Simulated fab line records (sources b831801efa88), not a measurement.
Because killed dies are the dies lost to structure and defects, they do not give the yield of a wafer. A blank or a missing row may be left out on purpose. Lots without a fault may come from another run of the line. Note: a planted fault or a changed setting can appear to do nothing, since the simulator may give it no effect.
A struck lot beside a sound one -- flow gf180mcu -- 14 steps out of a route of 602
Sound: these wafers, L466.2, L466.3, L466.5. The struck wafers were L473.3, L473.5, L473.6. Last of all comes the cause.
Order at every step that has rows: each side's tool, ch and its chambers, its first start. Under that, the readings that differ: sound wafers -- struck wafers -- difference of the means -- sigmas: that difference in standard deviations of wafers without a fault.
alike: readings whose means differ by less than 2 such deviations, and words and numbers that are the same on both sides. not compared: withheld readings, readings that some wafer has no value for, bounds like >300 that may hide the same value, and numbers for which the record gives no deviation and whose values overlap.
Wherever a step has rows on one side only, a row that says differs or no value, or a row with sigmas, the two part there. Numbers that don't overlap but have no deviation are shown without sigmas and don't part them. A reading missing from all wafers of one side parts the sides only when that side holds two or more wafers.

GF_M4_SPUTTER_00: material Ti, target thk 37.5 nm, time 150 s.
  sound: pvdSputter-03 at day 22 11:39; struck: pvdSputter-03 at day 24 20:52
  alike: throttleValvePct
GF_M4_SPUTTER_01: material TiN, target thk 30 nm, time 25 s.
  sound: pvdSputter-03 at day 22 11:45; struck: pvdSputter-03 at day 24 20:58
  alike: throttleValvePct
GF_M4_SPUTTER_02: material AlCu, target thk 450 nm, time 23.9 s.
  sound: pvdSputter-03 at day 22 11:47; struck: pvdSputter-03 at day 24 20:59
  alike: throttleValvePct
GF_M4_SPUTTER_03: material Ti, target thk 10 nm, time 6.7 s.
  sound: pvdSputter-03 at day 22 11:49; struck: pvdSputter-03 at day 24 21:01
  alike: throttleValvePct
GF_M4_SPUTTER_04: material TiN, target thk 50 nm, time 41.7 s.
  sound: pvdSputter-03 at day 22 11:50; struck: pvdSputter-03 at day 24 21:02
  alike: throttleValvePct
GF_M4_RS_MEAS_05: the measuring method here is four-point-probe.
  sound: filmMetro-02 at day 22 11:53; struck: filmMetro-02 at day 24 21:07
  alike: M4_ALCU_RS
GF_M4_THK_MEAS_06: measures by xrf.
  sound: filmMetro-02 at day 22 12:00; struck: filmMetro-02 at day 24 21:13
  alike: M4_ALCU_THK
then, 5 steps without rows for these wafers: GF_M4_DEHYDRATE_07 (time 60 s); GF_M4_HMDS_08 (prime time 60 s); GF_M4_COAT_09 (resist thk 1000 nm); GF_M4_SOFTBAKE_10 (time 60 s); GF_M4_EXPOSE_11 (exposes mask Metal4, target cd 280 nm).
GF_M4_PEB_12: peb time 90 s.
  struck on lithoTrack-03, day 25 17:26; sound on lithoTrack-03 ch 0, day 23 09:43
  no value came back on the struck wafers for chillPlateTempC (C), exhaustPa (Pa), pebTimeS (s); on the sound wafers chillPlateTempC (C) reads 23.27 23.07 23.24
then, 1 step without rows for these wafers: GF_M4_DEVELOP_13 (develop time 60 s).

== WHERE THEY PART ==
Only at GF_M4_PEB_12, within this record.

WHY: what had been put in by the simulator
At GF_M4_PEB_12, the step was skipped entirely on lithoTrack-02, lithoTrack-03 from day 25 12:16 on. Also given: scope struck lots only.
